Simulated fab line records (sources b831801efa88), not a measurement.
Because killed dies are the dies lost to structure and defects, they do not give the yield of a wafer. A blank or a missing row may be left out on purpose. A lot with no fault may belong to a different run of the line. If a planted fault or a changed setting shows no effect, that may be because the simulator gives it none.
Which of the tools did it? + flow gf180mcu + 13 lots with 39 wafers sampled at 4 steps, on a route of 602 steps

## WHAT EACH GAUGE READ, for each wafer
GF_M3_THK_MEAS_06: measures by xrf. Usual: M3_ALCU_THK gives 449 nm (standard deviation 5.1).
| lot  | measured     | on            | M3_ALCU_THK (nm) | flag |
|------|--------------|---------------|------------------|------|
| L518 | day 19 23:49 | film metro-04 | 459 454 455      |      |
| L519 | day 20 18:46 | film metro-01 | 456 455 452      |      |
| L520 | day 20 22:42 | film metro-01 | 449 454 447      |      |
| L533 | day 25 23:28 | film metro-04 | 450 460 456      |      |
| L536 | day 26 19:55 | film metro-02 | 447 444 447      |      |
| L537 | day 26 23:33 | film metro-02 | 449 445 441      |      |
| L538 | day 27 02:30 | film metro-02 | 451 450 448      |      |
| L539 | day 27 14:40 | film metro-02 | 449 454 449      |      |
| L540 | day 27 19:16 | film metro-04 | 453 449 451      |      |
| L541 | day 28 11:12 | film metro-04 | 448 447 447      |      |

## WHAT TOOL EACH LOT RAN ON (gives the tool, then ch and the chambers of the sampled wafers, and finally the start)
| lot  | GF_M2_SPUTTER_03             | GF_V2_STRIP_18                       | GF_V2_CMP_26                  |
|------|------------------------------|--------------------------------------|-------------------------------|
| L518 | pvd sputter-02, day 17 22:04 | plasma asher-01 ch 0,1, day 19 22:16 | cmp-01 ch 0,1,3, day 19 23:09 |
| L519 | pvd sputter-04, day 18 14:49 | plasma asher-01 ch 0,1, day 20 17:13 | cmp-02 ch 1,2, day 20 18:06   |
| L520 | pvd sputter-04, day 18 18:23 | plasma asher-01 ch 0,1, day 20 21:04 | cmp-02 ch 0,1,2, day 20 22:07 |
| L522 | pvd sputter-03, day 20 13:05 | plasma asher-03 ch 0,1, day 22 14:11 | cmp-01 ch 0,2,3, day 22 15:13 |
| L525 | pvd sputter-04, day 21 04:38 | plasma asher-03 ch 0, day 23 05:34   | cmp-02 ch 0,1,3, day 23 06:50 |
| L524 | pvd sputter-04, day 21 21:46 | plasma asher-01 ch 0,1, day 23 21:53 | cmp-02 ch 0,2,3, day 23 22:52 |
| L533 | pvd sputter-04, day 24 01:07 | plasma asher-01 ch 0,1, day 25 21:53 | cmp-01 ch 0,1,2, day 25 22:50 |
| L536 | pvd sputter-02, day 24 22:19 | plasma asher-01 ch 0,1, day 26 18:17 | cmp-02 ch 1,3, day 26 19:16   |
| L537 | pvd sputter-03, day 25 02:07 | plasma asher-03 ch 0,1, day 26 21:58 | cmp-02 ch 0,1,2, day 26 22:54 |
| L538 | pvd sputter-04, day 25 05:13 | plasma asher-03 ch 0,1, day 27 00:55 | cmp-01 ch 0,2,3, day 27 01:54 |
| L539 | pvd sputter-02, day 25 18:56 | plasma asher-01 ch 0,1, day 27 13:06 | cmp-01 ch 0,3, day 27 14:00   |
| L540 | pvd sputter-02, day 25 22:58 | plasma asher-01 ch 0,1, day 27 17:41 | cmp-02 ch 0,1,3, day 27 18:41 |
| L541 | pvd sputter-04, day 26 16:56 | plasma asher-01 ch 0,1, day 28 09:38 | cmp-01 ch 0,2,3, day 28 10:34 |
- GF_M2_SPUTTER_03: material Ti, target thk 10 nm, time 6.7 s.
- GF_V2_STRIP_18: strips in O2/N2.
- GF_V2_CMP_26: polishes, stops on SiO2, t overpolish 15 s, target thk 0 nm.

## AS READ BY THE TOOLS THEMSELVES (means over the sampled wafers that have a number; for cases with no such wafer, the mark the record gives instead)
GF_M2_SPUTTER_03. Usual: throttle valve pct 30.3 %, standard deviation 1.2.
| lot  | tool           | throttle valve pct (%) | flag |
|------|----------------|------------------------|------|
| L518 | pvd sputter-02 | 30.6                   |      |
| L519 | pvd sputter-04 | 29.7                   |      |
| L520 | pvd sputter-04 | 30.1                   |      |
| L522 | pvd sputter-03 | 30.3                   |      |
| L525 | pvd sputter-04 | 31.4                   |      |
| L524 | pvd sputter-04 | 30.2                   |      |
| L533 | pvd sputter-04 | 29.4                   |      |
| L536 | pvd sputter-02 | 31.5                   |      |
| L537 | pvd sputter-03 | 30.2                   |      |
| L538 | pvd sputter-04 | 30.0                   |      |
| L539 | pvd sputter-02 | 29.6                   |      |
| L540 | pvd sputter-02 | 29.6                   |      |
| L541 | pvd sputter-04 | 30.7                   |      |

GF_V2_STRIP_18. Usual: chamber pressure mTorr 1500.1 mTorr, standard deviation 1.4; drypump motor current A 5.4 A, standard deviation 0.4; heater power w 326 W, standard deviation 60; oes product au 0.592 a.u., standard deviation 0.0046.
| lot  | tool            | chamber pressure mTorr (mTorr) | drypump motor current A (A) | heater power w (W) | oes product au (a.u.) | flag |
|------|-----------------|--------------------------------|-----------------------------|--------------------|-----------------------|------|
| L518 | plasma asher-01 | 1501.4                         | 5.4                         | 287                | 0.595                 |      |
| L519 | plasma asher-01 | 1499.3                         | 5.1                         | 308                | 0.588                 |      |
| L520 | plasma asher-01 | 1502.9                         | 5.1                         | 304                | 0.596                 |      |
| L522 | plasma asher-03 | -                              | -                           | -                  | -                     | OFF  |
| L525 | plasma asher-03 | -                              | -                           | -                  | -                     | OFF  |
| L524 | plasma asher-01 | -                              | -                           | -                  | -                     | OFF  |
| L533 | plasma asher-01 | 1499.9                         | 5.1                         | 306                | 0.592                 |      |
| L536 | plasma asher-01 | 1500.2                         | 5.4                         | 281                | 0.591                 |      |
| L537 | plasma asher-03 | 1501.1                         | 5.5                         | 349                | 0.588                 |      |
| L538 | plasma asher-03 | 1500.9                         | 5.6                         | 358                | 0.592                 |      |
| L539 | plasma asher-01 | 1499.6                         | 5.1                         | 305                | 0.592                 |      |
| L540 | plasma asher-01 | 1500.1                         | 5.1                         | 304                | 0.592                 |      |
| L541 | plasma asher-01 | 1501.1                         | 5.1                         | 301                | 0.590                 |      |

GF_V2_CMP_26. Usual: motor current A 10.7 A, standard deviation 0.86; overpolish run s 14.999 s, standard deviation 0.0097; time to endpoint s 86 s, standard deviation 4.
| lot  | tool   | motor current A (A) | overpolish run s (s) | time to endpoint s (s) | flag |
|------|--------|---------------------|----------------------|------------------------|------|
| L518 | cmp-01 | 10.9                | 14.993               | 81                     |      |
| L519 | cmp-02 | 11.4                | 14.998               | 90                     |      |
| L520 | cmp-02 | 11.3                | 15.003               | 86                     |      |
| L522 | cmp-01 | 11.3                | 14.997               | 85                     |      |
| L525 | cmp-02 | 10.5                | 14.993               | 90                     |      |
| L524 | cmp-02 | 10.7                | 14.991               | 86                     |      |
| L533 | cmp-01 | 10.1                | 14.995               | 87                     |      |
| L536 | cmp-02 | 10.9                | 14.994               | 86                     |      |
| L537 | cmp-02 | 11.0                | 14.990               | 88                     |      |
| L538 | cmp-01 | 11.1                | 14.998               | 87                     |      |
| L539 | cmp-01 | 11.8                | 15.006               | 82                     |      |
| L540 | cmp-02 | 10.6                | 15.006               | 87                     |      |
| L541 | cmp-01 | 10.9                | 14.999               | 83                     |      |

## THE ANSWER, worked out from the rows above alone
Rule: a lot is off if the mean of its wafers that have a number lies more than 3 standard deviations from the usual mean. Also off: a lot with no number at a reading for which 4 or more lots have one. The other lots that the step has rows for count as sound. First the gauges in route order, then the tools' own readings, where a lot's mean is used as printed above. At the first step where some lot is off, the reading lying furthest off is the one used; lots without a number count as furthest.
Off: L522, L525, L524, at GF_V2_STRIP_18 (chamber pressure mTorr). Without a number there: L522, L525, L524.
If a tool, at that step or one of the process steps before it, ran each lot that is off and ran no sound lot following the first of them, it fits. Not one of the candidates tried fits.

## WHAT THE SIMULATOR PUT IN
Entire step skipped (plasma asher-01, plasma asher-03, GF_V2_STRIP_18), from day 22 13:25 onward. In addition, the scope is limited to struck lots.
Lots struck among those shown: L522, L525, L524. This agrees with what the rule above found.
